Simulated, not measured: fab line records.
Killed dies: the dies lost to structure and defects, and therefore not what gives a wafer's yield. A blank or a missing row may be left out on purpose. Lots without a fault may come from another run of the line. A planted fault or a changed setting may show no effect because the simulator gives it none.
Which tool is to blame? -- flow gf180mcu -- Sampling: 14 lots, 42 wafers, 3 of 602 route steps

## WHAT THE GAUGES SHOWED, per wafer
GF_VT_IMPLANT_OVL_MEAS_29.
lot,measured,on,VT_IMPLANT_02_OVL (nm)
L495,day 6 23:50,overlay-01,0.9 2.0 0.7
L496,day 7 05:02,overlay-01,-1.5 -0.2 -0.3
L497,day 7 11:38,overlay-02,1.5 1.1 -0.6
L498,day 7 17:26,overlay-02,0.9 -0.8 0.5
L499,day 8 01:47,overlay-01,-0.3 -1.7 -0.9
L501,day 8 12:47,overlay-02,-1.2 -2.8 0.0
L502,day 8 17:08,overlay-02,-0.4 -0.9 -2.4
L504,day 9 08:26,overlay-02,0.9 0.6 0.2
L505,day 9 14:17,overlay-02,-0.8 1.2 0.8
L509,day 10 14:14,overlay-01,0.5 -0.3 -1.0
L510,day 10 23:19,overlay-01,0.4 -0.5 0.8
L512,day 11 10:11,overlay-02,-0.7 1.3 -0.5
L516,day 12 16:08,overlay-02,1.4 0.3 1.4
L517,day 12 21:26,overlay-02,1.3 0.3 2.1

GF_VT_IMPLANT_TW_MEAS_32.
lot,measured,on,VT_IMPLANT_3_TW
L495,day 7 00:07,filmMetro-01,267.3 268.7 267.7
L496,day 7 05:21,filmMetro-01,266.8 267.8 267.5
L497,day 7 11:56,filmMetro-04,266.9 268.4 269.1
L498,day 7 17:43,filmMetro-04,266.4 268.5 267.9
L499,day 8 02:05,filmMetro-04,267.9 268.1 267.1
L501,day 8 13:05,filmMetro-04,269.3 267.7 268.2
L502,day 8 17:26,filmMetro-04,268.2 267.2 268.0
L504,day 9 08:44,filmMetro-02,269.2 268.1 268.0
L505,day 9 14:34,filmMetro-01,269.2 266.7 268.3
L509,day 10 14:32,filmMetro-04,266.3 265.6 266.0
L510,day 10 23:37,filmMetro-01,266.4 267.5 266.0
L512,day 11 10:29,filmMetro-04,265.8 266.0 265.6
L516,day 12 16:25,filmMetro-01,264.9 265.0 263.5
L517,day 12 21:43,filmMetro-02,270.4 269.5 272.2

GF_DUAL_GATE_THK_MEAS_03.
lot,measured,on,DUAL_GATE_OXIDATION_00_THK (nm)
L495,day 7 18:40,filmMetro-03,10.73 10.87 11.04
L496,day 7 23:48,filmMetro-02,11.08 10.94 11.01
L497,day 8 07:38,filmMetro-02,10.85 10.69 10.80
L498,day 8 12:46,filmMetro-03,10.93 10.98 10.94
L499,day 8 21:10,filmMetro-01,11.08 10.88 10.97
L501,day 9 08:25,filmMetro-03,11.14 11.22 11.26
L502,day 9 12:33,filmMetro-01,11.01 10.83 10.88
L504,day 10 05:01,filmMetro-03,10.77 10.87 11.10
L505,day 10 10:54,filmMetro-02,10.79 10.75 10.83
L509,day 11 12:58,filmMetro-02,10.99 11.10 10.95
L510,day 11 21:16,filmMetro-03,11.08 11.11 11.13
L512,day 12 08:58,filmMetro-02,11.10 11.21 11.27
L516,day 13 14:56,filmMetro-02,10.91 10.87 10.81
L517,day 13 19:58,filmMetro-03,11.04 11.10 11.24

## EACH LOT AND THE TOOL THAT RAN IT (in order: tool; ch and the chambers of the sampled wafers; start)
The record holds no process step before these readings.

## AS READ BY THE TOOLS THEMSELVES (means over the sampled wafers that have a number; for cases with no such wafer, the mark the record gives instead)
The record holds no such reading with a usual standard deviation.

## THE ANSWER, worked out from the rows above alone
Rule: the lots themselves supply what counts as usual. The widest of any qualifying gaps counts: lots, ordered by their means at a reading, are off when they make up no more than a third of the lots, leave a main group of 4 or more, and stand apart from it by 3 or more times the standard deviation of that group's means. The tables above print the reading to a certain number of digits; a main group whose means all agree to those digits is not used. A lot without any number at a reading at which 4 lots or more have one is off too. Where the step has rows for the other lots, those lots are counted as sound. The gauges are gone through in route order, then the tools' own readings, and for those a lot's mean is taken as printed above. At the first step where some lot is off, the reading lying furthest off is the one used; lots without a number count as furthest.
Across all readings shown, no lot is off: no conclusion can be drawn from this.

## WHAT THE SIMULATOR HAD INSERTED
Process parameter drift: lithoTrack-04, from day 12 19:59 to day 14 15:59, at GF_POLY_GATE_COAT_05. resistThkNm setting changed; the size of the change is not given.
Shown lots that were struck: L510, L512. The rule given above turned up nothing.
